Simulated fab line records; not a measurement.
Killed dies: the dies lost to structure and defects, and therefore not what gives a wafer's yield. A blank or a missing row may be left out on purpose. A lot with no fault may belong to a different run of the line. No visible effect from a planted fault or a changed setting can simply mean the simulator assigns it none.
Which tool was responsible? | flow sky130 | Sampling: 7 lots, 21 wafers, 4 of 708 route steps

WHAT EACH GAUGE READ, for each wafer
SKY_VT_ADJUST_NCORE_CD_MEAS_07: the cd target is 380 nm.
lot  | measured     | on        | cd nm (nm)
L449 | day 9 10:17  | cd sem-02 | 383.3 380.3 383.4
L452 | day 10 11:39 | cd sem-02 | 381.1 380.9 382.7
L454 | day 11 09:04 | cd sem-01 | - - -
L462 | day 13 08:34 | cd sem-01 | 378.2 377.9 378.3
L464 | day 13 18:47 | cd sem-01 | 381.2 379.3 381.3
L466 | day 14 09:44 | cd sem-01 | 380.6 377.1 379.5
L468 | day 15 00:37 | cd sem-01 | 381.0 381.8 380.8

WHAT TOOL EACH LOT RAN ON (gives the tool, then ch and the chambers of the sampled wafers, and finally the start)
lot  | SKY_NWELL_STRIP_25                   | SKY_VT_ADJUST_HVTP_STRIP_10          | SKY_VT_ADJUST_NCORE_COAT_02
L449 | plasma asher-01 ch 0,1, day 6 00:58  | plasma asher-04 ch 1, day 6 20:23    | litho track-02 ch 0, day 8 23:40
L452 | plasma asher-04 ch 0,1, day 6 22:05  | plasma asher-02 ch 0,1, day 7 17:59  | litho track-04 ch 0, day 9 23:58
L454 | plasma asher-04 ch 0, day 7 16:48    | plasma asher-04 ch 0,1, day 8 13:59  | litho track-04, day 10 22:10
L462 | plasma asher-04 ch 0,1, day 9 09:55  | plasma asher-04 ch 0,1, day 10 08:56 | litho track-02 ch 0, day 12 19:26
L464 | plasma asher-02 ch 0,1, day 9 19:30  | plasma asher-03 ch 0,1, day 10 18:32 | litho track-01 ch 0, day 13 05:59
L466 | plasma asher-04 ch 0,1, day 10 07:55 | plasma asher-03 ch 0,1, day 11 07:31 | litho track-02 ch 0, day 13 20:10
L468 | plasma asher-04 ch 1, day 10 20:31   | plasma asher-03 ch 1, day 11 20:08   | litho track-01 ch 0, day 14 12:11
- SKY_NWELL_STRIP_25: strips in O2/N2.
- SKY_VT_ADJUST_HVTP_STRIP_10: strips in O2/N2.
- SKY_VT_ADJUST_NCORE_COAT_02: resist thk 1140 nm.

THE ANSWER, worked out from the rows above alone
Rule: what is usual is taken from the lots themselves. The widest of any qualifying gaps counts: lots, ordered by their means at a reading, are off when they make up no more than a third of the lots, leave a main group of 4 or more, and stand apart from it by 3 or more times the standard deviation of that group's means. If all means in a main group match to the digits the tables above print for the reading, that group is not used. A lot without any number at a reading at which 4 lots or more have one is off too. Where the step has rows for the other lots, those lots are counted as sound.
Off: L454, at SKY_VT_ADJUST_NCORE_CD_MEAS_07 (cd nm). Without a number there: L454. For the main group the mean is 380.5 nm and the standard deviation 1.5.
A tool fits if, at a process step before that reading, it ran every lot that is off, and no sound lot after the first of them. Those tools and the gauges at SKY_VT_ADJUST_NCORE_CD_MEAS_07 are tried in the same way. One fits: litho track-04 at SKY_VT_ADJUST_NCORE_COAT_02. A fault onset in the window from L452 (day 9 23:58, its last sound lot) to L454 (day 10 22:10, its first lot off) fits.

WHAT HAD BEEN PUT IN BY THE SIMULATOR
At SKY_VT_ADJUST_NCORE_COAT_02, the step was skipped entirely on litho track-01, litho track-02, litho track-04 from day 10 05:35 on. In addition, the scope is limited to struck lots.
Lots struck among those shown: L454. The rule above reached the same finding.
